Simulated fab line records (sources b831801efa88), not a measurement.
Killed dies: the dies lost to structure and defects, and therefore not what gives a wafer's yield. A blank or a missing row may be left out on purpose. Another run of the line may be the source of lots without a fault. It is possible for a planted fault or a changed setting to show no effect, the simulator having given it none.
Code-filled problem report in 8D (eight disciplines) form + flow gf180mcu + the parts of the form that need people (team, actions taken, sign-off) are left out

## 1. THE ISSUE
Wafers without a fault read 1500.1, standard deviation 0.5; beam energy keV at GF_DNWELL_IMPLANT_07 reads a mean of 1473.2 on 6 wafers belonging to 2 lots. Measured from the usual mean, that is -54 standard deviations.
First observed at day 5 11:23: wafer L450.1, on implanter-04. The record holds 42 wafers of 14 lots with a number at this step. Rule for "out", or "out of limits": more than 4 standard deviations from the usual mean. Any other wafer with a number is counted as sound.

## 2. WHAT IT IS, AND WHAT IT ISN'T
| question                    | is                     | is not                                                                          |
|-----------------------------|------------------------|---------------------------------------------------------------------------------|
| which readings at this step | beam energy keV        | -                                                                               |
| which lots                  | L450, L454             | L438, L439, L441, L442, L443, L444, L446, L448, L449, L458, L460, L461          |
| which wafers of those lots  | all that have a number | -                                                                               |
| read on which tools         | implanter-04           | implanter-01, implanter-03                                                      |
| when                        | from day 5 11:23       | up to then (27 sound wafers); but 9 sound wafers of L458, L460, L461 came after |

## 3. WHAT RULES OUT EACH SUSPECT
Counting: a tool stays on the suspect list if, at a process step up to the reading, it processed all lots that are out and no sound lot following the first of them.
- implanter-04 at GF_DNWELL_IMPLANT_07: kept. It processed each lot that is out, first L450 at day 5 11:23, and no sound lot thereafter; up to then, the last sound lot it processed was L449 at day 5 06:07. Its own beam energy keV readings are out on those wafers.
The count leaves implanter-04 at GF_DNWELL_IMPLANT_07.

## 4. THE CAUSE (what the simulator had put in)
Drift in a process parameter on implanter-04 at GF_DNWELL_IMPLANT_07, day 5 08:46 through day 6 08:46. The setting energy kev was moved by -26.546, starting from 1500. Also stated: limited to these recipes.
This tool alone remained once counting was done.

## 5. SEQUENCE OF EFFECTS, ordered by route
Each row: a reading whose mean over the struck wafers that have a number lies more than 3 standard deviations from the usual. Scope: only readings with a usual standard deviation given in the record; hours: median across lots of the time from each lot's start at the first step in this table that gives one to its start at this step; sigmas: change in usual standard deviations.
| hours | step                 | reading         | usual  | on struck wafers | change | sigmas |
|-------|----------------------|-----------------|--------|------------------|--------|--------|
| 0     | GF_DNWELL_IMPLANT_07 | beam energy keV | 1500.1 | 1473.2           | -26.9  | -54    |
Process steps it contains:
- GF_DNWELL_IMPLANT_07
Later measuring or inspecting steps at which every struck wafer that the step has a row for has a number for every such reading, and none has moved that far: GF_V2_THK_MEAS_03, GF_V2_CD_MEAS_14.

## 6. HOW IT WOULD HAVE BEEN CAUGHT EARLIER
The fault began at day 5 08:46; the first out-of-limits reading in this record came at day 5 11:23, 3 hours later.
